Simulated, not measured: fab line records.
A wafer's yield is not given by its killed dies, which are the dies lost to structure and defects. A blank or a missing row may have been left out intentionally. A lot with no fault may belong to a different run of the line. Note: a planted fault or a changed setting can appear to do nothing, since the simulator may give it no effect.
Matching of chambers	flow sfq_line	3 sister chambers for SFQ_TRILAYER_I0_CMP_CMP_028 on cmp-01
The step polishes SiO2. 6 wafers are shown with their chamber, then 6 later ones without.

== EACH WAFER AND ITS CHAMBER ==
wafer	chamber	motor_current_A (A)	edge_zone_pressure_frac
L859.6	0	12.3	1.002
L860.3	3	10.0	0.997
L860.5	2	8.9	1.004
L860.6	3	9.8	1.007
L864.1	2	8.2	1.004
L864.2	0	12.6	0.999

== WAFERS WHOSE CHAMBER IS MISSING ==
wafer	motor_current_A (A)	edge_zone_pressure_frac
L869.3	10.2	1.003
L869.4	8.8	0.996
L869.6	10.1	1.012
L874.4	11.9	0.993
L874.1	8.9	1.008
L874.5	11.7	1.000

== WHICH CHAMBER EACH ONE RAN IN ==
wafer	from the rows above	in truth
L869.3	3	3
L869.4	can't be placed: 2 or 3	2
L869.6	3	3
L874.4	0	0
L874.1	can't be placed: 2 or 3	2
L874.5	0	0
Correctly placed: 4 of 6. From these rows, 2 cannot be placed; in 2 the true chamber is one of the candidates. Number placed wrongly: 0.
How it was worked out, from the rows above alone: a wafer's distance from a chamber is the root of the sum, over the readings, of the square of ((its reading less the chamber's mean) divided by the reading's scatter). If the next closest chamber is less than 2 further off than the closest, the wafer can't be placed; otherwise it belongs to the closest. Each chamber's mean is taken over the wafers shown for it. How the scatter is found: for the shown wafers, subtract from each reading the mean of its chamber, square and add these, divide the total by (wafers less chambers), then take the root.
